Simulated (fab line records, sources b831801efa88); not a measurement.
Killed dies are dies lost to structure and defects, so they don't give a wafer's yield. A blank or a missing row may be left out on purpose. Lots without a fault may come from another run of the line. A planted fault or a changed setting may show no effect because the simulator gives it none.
Which tool did it? | flow sky130 | 11 lots, 33 wafers sampled, at 4 steps of a route of 708

WHAT THE GAUGES READ, wafer by wafer
SKY_VIA2_RS_MEAS_22: measures by four-point-probe.
lot  | measured     | on            | VIA2_W_RS (ohm/sq)
L854 | day 36 08:14 | film_metro-03 | 0.2677 0.2675 0.2663
L855 | day 36 17:23 | film_metro-03 | 0.2761 0.2705 0.2726
L857 | day 37 08:54 | film_metro-03 | 0.2719 0.2734 0.2727
L858 | day 37 15:28 | film_metro-04 | 0.2730 0.2710 0.2738
L859 | day 37 19:17 | film_metro-03 | 0.2694 0.2687 0.2707
L860 | day 38 01:01 | film_metro-01 | 0.2739 0.2730 0.2731
L861 | day 38 13:09 | film_metro-04 | 0.2733 0.2687 0.2728
L864 | day 39 13:44 | film_metro-03 | 0.2724 0.2761 0.2744
L868 | day 40 13:31 | film_metro-03 | 0.2326 0.2345 0.2718
L869 | day 41 07:19 | film_metro-04 | 0.2715 0.2332 0.2359
L870 | day 41 08:09 | film_metro-03 | 0.2748 0.2738 0.2718

WHICH TOOL RAN EACH LOT (tool, then ch and the chambers of the sampled wafers, then the start)
lot  | SKY_VIA1_ETCH_14                   | SKY_METAL2_SPUTTER_04        | SKY_VIA2_CVD_21
L854 | rie_diel-03 ch 0,1, day 33 21:17   | pvd_sputter-04, day 33 22:46 | cvd_w-02 ch 0,1, day 36 08:05
L855 | rie_diel-04 ch 0,1, day 34 07:17   | pvd_sputter-04, day 34 08:42 | cvd_w-01 ch 0,1, day 36 17:14
L857 | rie_diel-02 ch 2,3, day 34 23:38   | pvd_sputter-03, day 35 01:10 | cvd_w-02 ch 1, day 37 08:45
L858 | rie_diel-02 ch 2,3, day 35 06:20   | pvd_sputter-04, day 35 07:49 | cvd_w-01 ch 1, day 37 15:20
L859 | rie_diel-03 ch 0,1,2, day 35 10:44 | pvd_sputter-01, day 35 12:09 | cvd_w-01 ch 0,1, day 37 19:08
L860 | rie_diel-04 ch 0,2,3, day 35 16:20 | pvd_sputter-01, day 35 17:45 | cvd_w-01 ch 0,1, day 38 00:53
L861 | rie_diel-04 ch 1,2,3, day 36 05:29 | pvd_sputter-01, day 36 06:54 | cvd_w-02 ch 0,1, day 38 13:00
L864 | rie_diel-02 ch 0,3, day 37 06:49   | pvd_sputter-03, day 37 08:14 | cvd_w-02 ch 0,1, day 39 13:35
L868 | rie_diel-02 ch 0,2, day 38 07:35   | pvd_sputter-03, day 38 09:00 | cvd_w-01 ch 0,1, day 40 13:23
L869 | rie_diel-04 ch 0,1, day 38 23:08   | pvd_sputter-03, day 39 04:23 | cvd_w-01 ch 0,1, day 41 07:11
L870 | rie_diel-04 ch 0,2,3, day 39 01:05 | pvd_sputter-03, day 39 05:17 | cvd_w-02 ch 0,1, day 41 08:01
- SKY_VIA1_ETCH_14: etches BARC in N2/H2, stops on SiO2, time 45.9 s, target depth 60 nm.
- SKY_METAL2_SPUTTER_04: material TiN, target thk 70 nm, time 58.3 s.
- SKY_VIA2_CVD_21: deposits W, target thk 420 nm, time 126.4 s.

THE ANSWER, worked out from the rows above alone
Rule: what is usual is taken from the lots themselves. Put in order of their means at a reading, lots are off if they are a third of the lots or fewer, leave a main group of 4 or more, and stand apart from it by a gap of 3 or more times the standard deviation of the main group's means; of several such gaps the widest counts. A main group whose means are all the same, to the digits that the tables above print for the reading, isn't used. A lot without any number at a reading at which 4 lots or more have one is off too. The other lots that the step has rows for count as sound.
Off: L868, L869, at SKY_VIA2_RS_MEAS_22 (VIA2_W_RS). The main group: mean 0.2720 ohm/sq, standard deviation 0.0021.
A tool fits if, at a process step before that reading, it ran every lot that is off, and no sound lot after the first of them. The gauges at SKY_VIA2_RS_MEAS_22 are tried like those tools. One fits: cvd_w-01 at SKY_VIA2_CVD_21. Its last sound lot is L860 (day 38 00:53), its first lot that is off L868 (day 40 13:23): a fault that began between those two fits.

WHAT THE SIMULATOR HAD PUT IN
Process parameter drift: cvd_w-01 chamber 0, from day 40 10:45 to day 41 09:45, at SKY_VIA2_CVD_21. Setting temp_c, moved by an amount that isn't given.
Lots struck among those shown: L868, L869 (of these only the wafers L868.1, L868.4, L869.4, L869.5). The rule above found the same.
